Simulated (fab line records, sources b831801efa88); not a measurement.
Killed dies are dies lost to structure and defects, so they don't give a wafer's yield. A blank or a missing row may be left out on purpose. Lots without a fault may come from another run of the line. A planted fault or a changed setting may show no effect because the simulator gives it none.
Problem report in the 8D (eight disciplines) form, filled by code | flow gf180mcu | the parts of the form that need people (team, actions taken, sign-off) are left out

1. THE PROBLEM
oes_product_au at GF_MVSD_STRIP_10 reads a mean of 0.797 a.u. on 6 wafers of 2 lots; wafers without a fault read 0.723 a.u. with a standard deviation of 0.0043. That is +17 standard deviations from the usual mean.
The step: strips in O2/N2.
First seen on wafer L365.1, day 7 04:38, on plasma_asher-04. The record holds 36 wafers of 12 lots with a number at this step. Rule for "out", or "out of limits": more than 4 standard deviations from the usual mean. The other wafers with a number count as sound.

2. WHAT IT IS AND WHAT IT IS NOT
question                    | is                     | is not
which readings at this step | oes_product_au         | drypump_motor_current_A, heater_power_w, strip_time_to_endpoint_s
which lots                  | L365, L366             | L355, L356, L357, L368, L372, L373, L374, L375, L376, L378
which wafers of those lots  | all that have a number | -
read on which tools         | plasma_asher-04        | plasma_asher-02, plasma_asher-03
when                        | from day 7 04:38       | up to then (9 sound wafers); but 21 sound wafers of L368, L372, L373, L374, L375, L376, L378 came after

3. SUSPECTS, AND WHAT RULES EACH OUT
Counting: a tool at a process step up to the reading stays a suspect if it ran every lot that is out and no sound lot after the first of them.
- plasma_asher-04 at GF_MVSD_STRIP_10 (strips in O2/N2): ruled out as a lasting fault. Sound lots L378 ran on it after its first lot that is out, L365 (day 7 04:38).
Left after counting: nothing in the record.

4. THE CAUSE (what the simulator had put in)
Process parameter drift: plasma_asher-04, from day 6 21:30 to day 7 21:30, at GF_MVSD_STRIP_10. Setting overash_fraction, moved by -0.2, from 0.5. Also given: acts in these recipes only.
Counting ruled it out, wrongly.

5. THE CHAIN OF EFFECTS, in route order
Each row: a reading whose mean over the struck wafers that have a number lies more than 3 standard deviations from the usual. Only readings for which the record gives a usual standard deviation are gone through. hours: the time from each lot's start at the first step in this table that gives one to its start at this step, as a median over the lots. sigmas: the change in usual standard deviations.
hours | step             | reading        | usual      | on struck wafers | change | sigmas
0     | GF_MVSD_STRIP_10 | oes_product_au | 0.723 a.u. | 0.797            | +0.074 | +17
The process steps in it:
- GF_MVSD_STRIP_10: strips in O2/N2.
Later measuring or inspecting steps at which every struck wafer that the step has a row for has a number for every such reading, and none has moved that far: GF_HV_LDD_CD_MEAS_46, GF_SALICIDE_RS_MEAS_04.

6. WHAT WOULD HAVE CAUGHT IT SOONER
In this record the first reading out of limits was taken at day 7 04:38, 7 hours after the fault began at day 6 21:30.
